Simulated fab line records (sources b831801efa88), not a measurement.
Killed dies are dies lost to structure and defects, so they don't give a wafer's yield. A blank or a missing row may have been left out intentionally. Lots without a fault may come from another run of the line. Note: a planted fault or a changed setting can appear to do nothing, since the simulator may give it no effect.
Problem report, 8D (eight disciplines) form, completed by code || flow sky130 || the parts of the form that need people (team, actions taken, sign-off) are left out

== 1. PROBLEM STATEMENT ==
NWELL_2_TW at SKY_NWELL_TW_MEAS_26 reads a mean of 767 on 6 wafers of 2 lots; wafers without a fault read 499 with a standard deviation of 5.4. That is +50 standard deviations from the usual mean.
First observed at day 7 20:31: wafer L220.1, on film metro-03. At this step, 42 wafers from 14 lots have a number in the record. By rule, "out" or "out of limits" means more than 4 standard deviations away from the usual mean. The rest of the wafers with a number are treated as sound.

== 2. WHAT IT IS; WHAT IT IS NOT ==
{"question": "which readings at this step", "is": "NWELL_2_TW", "is not": "-"}
{"question": "which lots", "is": "L220, L227", "is not": "L211, L212, L213, L215, L216, L217, L218, L219, L224, L229, L230, L231"}
{"question": "which wafers of those lots", "is": "all that have a number", "is not": "-"}
{"question": "read on which gauges", "is": "film metro-03", "is not": "film metro-01, film metro-04"}
{"question": "when", "is": "from day 7 20:31", "is not": "up to then (24 sound wafers); but 12 sound wafers of L224, L229, L230, L231 came after"}

== 3. SUSPECTS, AND WHAT RULES EACH OUT ==
Counting: a tool at any process step up to the reading remains a suspect when it ran all the lots that are out and ran no sound lot after the first of those.
- the gauge at SKY_NWELL_TW_MEAS_26: ruled out. All the wafers that are out were read on film metro-03, but those of them that SKY_NWELL_STRIP_14 has rows for are out there too, on other tools.
- litho track-01 at SKY_NWELL_COAT_05 (resist thk 3000 nm): kept. It ran every lot that is out, first L220 (day 6 13:47), and no sound lot after that; its last sound lot up to then is L219 (day 6 06:35).
After counting, what remains is litho track-01 at SKY_NWELL_COAT_05.

== 4. THE CAUSE (what the simulator had put in) ==
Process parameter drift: litho track-01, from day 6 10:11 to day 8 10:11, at SKY_NWELL_COAT_05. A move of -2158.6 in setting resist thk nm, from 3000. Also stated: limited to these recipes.
Counting left only this tool.

== 5. THE EFFECT CHAIN, in route order ==
Each row: a reading where the mean over the struck wafers with a number is more than 3 standard deviations away from the usual. Only readings for which the record gives a usual standard deviation are gone through. hours: the time from each lot's start at the first step in this table that gives one to its start at this step, as a median over the lots. sigmas: the change in usual standard deviations.
{"hours": 0, "step": "SKY_NWELL_STRIP_14", "reading": "strip time to endpoint s", "usual": "36.97 s", "on struck wafers": 11.49, "change": -25.48, "sigmas": "-99 or more"}
{"hours": 21, "step": "SKY_NWELL_TW_MEAS_26", "reading": "NWELL_2_TW", "usual": 499, "on struck wafers": 767, "change": "+268", "sigmas": "+50"}
The process steps in it:
- SKY_NWELL_STRIP_14: strips in O2/N2.
At these later measuring or inspecting steps, every struck wafer for which the step has a row has a number for every such reading, and none has moved that far: SKY_POLY_GATE_OVL_MEAS_14.

== 6. HOW IT WOULD HAVE BEEN CAUGHT EARLIER ==
34 hours passed between the start of the fault at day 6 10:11 and the first reading out of limits at a measuring or inspecting step in this record, taken at day 7 20:31.
Lots out: 2; of these, L227 started SKY_NWELL_COAT_05 on litho track-01 after day 7 20:31. Holding the tool at that time would have saved it.
